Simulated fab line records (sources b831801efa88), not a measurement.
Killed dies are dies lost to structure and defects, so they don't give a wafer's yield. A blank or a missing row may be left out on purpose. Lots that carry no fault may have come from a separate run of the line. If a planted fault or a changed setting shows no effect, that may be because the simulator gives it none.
A single fault, viewed from 2 desks :: flow sky130 :: only its own numbers are on each desk; what lay behind them is given at the end

## TOOL OWNER'S DESK, implanter-01
The tool's own readings at SKY_GATE_OXIDE_IMPLANT_11, given as means over the sampled wafers that have a number, one for each lot that went through this tool. Any lot whose mean is over 4 standard deviations away from the usual mean is out of limits and marked OUT; that distance is given in the brackets.
Columns: A = beam-on-s at SKY_GATE_OXIDE_IMPLANT_11, usual 9.98 s; B = dose-ions-cm2 at SKY_GATE_OXIDE_IMPLANT_11, usual 2.6e+12; C = faraday-current-uA at SKY_GATE_OXIDE_IMPLANT_11, usual 14.70
lot: L123
first seen here: day 14 10:17
A: 10.03
B: 2.6e+12
C: 14.64

lot: L127
first seen here: day 15 00:18
A: 10.08
B: 2.6e+12
C: 14.55

lot: L130
first seen here: day 16 05:11
A: 10.11
B: 3.8e+12 (+99 or more) OUT
C: 20.95 (+21) OUT

lot: L133
first seen here: day 17 12:17
A: 10.10
B: 3.8e+12 (+99 or more) OUT
C: 21.01 (+21) OUT

lot: L141
first seen here: day 20 11:13
A: 10.19
B: 2.6e+12
C: 14.42

lot: L143
first seen here: day 20 20:23
A: 9.94
B: 2.6e+12
C: 14.72
This desk's verdict: out of limits on L130, L133, starting with L130 at day 16 05:11 (dose-ions-cm2 at SKY_GATE_OXIDE_IMPLANT_11). L123, L127, L141, L143: within limits.

## AT THE METROLOGY DESK
Lot by lot, what the gauges showed, no matter which tool ran the lot: averages of those sampled wafers that carry a number. Any lot whose mean is over 4 standard deviations away from the usual mean is out of limits and marked OUT; that distance is given in the brackets.
Columns: A = FIELD_ISO_CVD_24_THK at SKY_FIELD_ISO_THK_MEAS_25, usual 597 nm; B = VT_ADJUST_NCORE_OVL at SKY_VT_ADJUST_NCORE_OVL_MEAS_08, usual 0.7 nm; C = SONOS_ONO_OVL at SKY_SONOS_ONO_OVL_MEAS_14, usual 1.0 nm; D = GATE_OXIDE_TW at SKY_GATE_OXIDE_TW_MEAS_14, usual 223.8
lot: L123
first seen here: day 2 09:55
A: 587
B: -2.1
C: 1.8
D: 221.7

lot: L124
first seen here: day 2 15:15
A: 593
B: 0.9
C: 3.5
D: 225.9

lot: L127
first seen here: day 3 05:41
A: 601
B: 1.3
C: -0.2
D: 220.1

lot: L130
first seen here: day 3 19:55
A: 597
B: -0.7
C: 1.5
D: 247.3 (+11) OUT

lot: L132
first seen here: day 4 07:53
A: 604
B: 2.7
C: 0.5
D: 226.3

lot: L133
first seen here: day 4 15:52
A: 595
B: -0.3
C: -1.6
D: 250.7 (+12) OUT

lot: L138
first seen here: day 5 13:57
A: 598
B: -1.0
C: 0.4
D: 221.4

lot: L141
first seen here: day 6 08:25
A: 597
B: -0.2
C: 0.6
D: 226.6

lot: L142
first seen here: day 6 14:14
A: 603
B: -0.5
C: -0.1
D: 220.3

lot: L143
first seen here: day 6 17:09
A: 605
B: 0.8
C: -1.6
D: 226.2

lot: L144
first seen here: day 6 19:26
A: 598
B: -0.5
C: 1.5
D: 226.0

lot: L145
first seen here: day 7 01:07
A: 599
B: 0.9
C: 0.9
D: 221.9

lot: L146
first seen here: day 7 06:36
A: 601
B: 1.9
C: 2.1
D: 226.5
This desk finds L130, L133 out of limits, with the earliest case on L130 at day 16 05:31 (GATE_OXIDE_TW at SKY_GATE_OXIDE_TW_MEAS_14). L123, L124, L127, L132, L138, L141, L142, L143, L144, L145, L146: within limits.

## TAKEN TOGETHER
At day 16 05:11, on L130, L133, the tool owner's desk was in a position to raise an alarm.
Metrology desk: alarm possible at day 16 05:31 on L130, L133.
Every lot named ran SKY_GATE_OXIDE_IMPLANT_11 on implanter-01.

## WHAT THE SIMULATOR PUT IN
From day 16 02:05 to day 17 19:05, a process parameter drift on implanter-01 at SKY_GATE_OXIDE_IMPLANT_11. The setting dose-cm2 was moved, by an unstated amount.
Shown lots that were struck: L130, L133.
Counting hours from when the fault started, the first reading out of limits came at 3 for the tool owner's desk and at 3 for the metrology desk.
